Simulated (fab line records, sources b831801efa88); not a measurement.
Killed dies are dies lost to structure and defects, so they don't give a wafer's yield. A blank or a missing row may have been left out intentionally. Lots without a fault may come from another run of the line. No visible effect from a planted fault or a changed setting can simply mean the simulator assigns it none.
Which tool was responsible? || flow gf180mcu || Sampling: 6 lots, 18 wafers, 3 of 602 route steps

## WHAT THE GAUGES READ, wafer by wafer
GF_V2_CD_MEAS_14: the cd target is 260 nm.
{"lot": "L861", "measured": "day 21 07:34", "on": "cdSem-01", "cdNm (nm)": "259.1 258.2 258.9"}
{"lot": "L865", "measured": "day 23 00:18", "on": "cdSem-01", "cdNm (nm)": "259.1 259.5 260.2"}
{"lot": "L867", "measured": "day 23 22:49", "on": "cdSem-02", "cdNm (nm)": "258.7 258.2 258.3"}
{"lot": "L869", "measured": "day 24 04:53", "on": "cdSem-01", "cdNm (nm)": "258.0 259.0 259.0"}
{"lot": "L872", "measured": "day 25 08:28", "on": "cdSem-01", "cdNm (nm)": "262.5 261.5 262.4"}
{"lot": "L879", "measured": "day 27 20:52", "on": "cdSem-01", "cdNm (nm)": "260.1 262.0 260.5"}

## WHICH TOOL RAN EACH LOT (tool, then ch and the chambers of the sampled wafers, then the start)
{"lot": "L861", "GF_POLY_GATE_ETCH_13": "rieSi-02 ch 0,1,3, day 10 02:14", "GF_M2_SPUTTER_04": "pvdSputter-02, day 19 04:52"}
{"lot": "L865", "GF_POLY_GATE_ETCH_13": "rieSi-02 ch 0,1,2, day 11 10:13", "GF_M2_SPUTTER_04": "pvdSputter-02, day 21 00:07"}
{"lot": "L867", "GF_POLY_GATE_ETCH_13": "rieSi-01 ch 1,3, day 12 00:59", "GF_M2_SPUTTER_04": "pvdSputter-03, day 22 00:28"}
{"lot": "L869", "GF_POLY_GATE_ETCH_13": "rieSi-01 ch 0,2,3, day 12 10:55", "GF_M2_SPUTTER_04": "pvdSputter-03, day 22 06:37"}
{"lot": "L872", "GF_POLY_GATE_ETCH_13": "rieSi-02 ch 0,2,3, day 13 10:26", "GF_M2_SPUTTER_04": "pvdSputter-02, day 23 11:58"}
{"lot": "L879", "GF_POLY_GATE_ETCH_13": "rieSi-02 ch 0,1,2, day 15 21:35", "GF_M2_SPUTTER_04": "pvdSputter-01, day 26 02:38"}
- GF_POLY_GATE_ETCH_13: etches poly-Si in HBr/Cl2, stops on SiO2, target depth 198.5 nm, time 69.6 s.
- GF_M2_SPUTTER_04: material TiN, target thk 50 nm, time 41.7 s.

## THE ANSWER, worked out from the rows above alone
Rule: the usual values come from the lots themselves. Put in order of their means at a reading, lots are off if they are a third of the lots or fewer, leave a main group of 4 or more, and stand apart from it by a gap of 3 or more times the standard deviation of the main group's means; of several such gaps the widest counts. A main group is skipped when, at the precision printed for the reading in the tables above, its means are all equal. Also off: a lot with no number at a reading for which 4 or more lots have one. Any other lot the step has rows for is counted as sound.
Across all readings shown, no lot is off: no conclusion can be drawn from this.

## WHAT WAS PUT IN BY THE SIMULATOR
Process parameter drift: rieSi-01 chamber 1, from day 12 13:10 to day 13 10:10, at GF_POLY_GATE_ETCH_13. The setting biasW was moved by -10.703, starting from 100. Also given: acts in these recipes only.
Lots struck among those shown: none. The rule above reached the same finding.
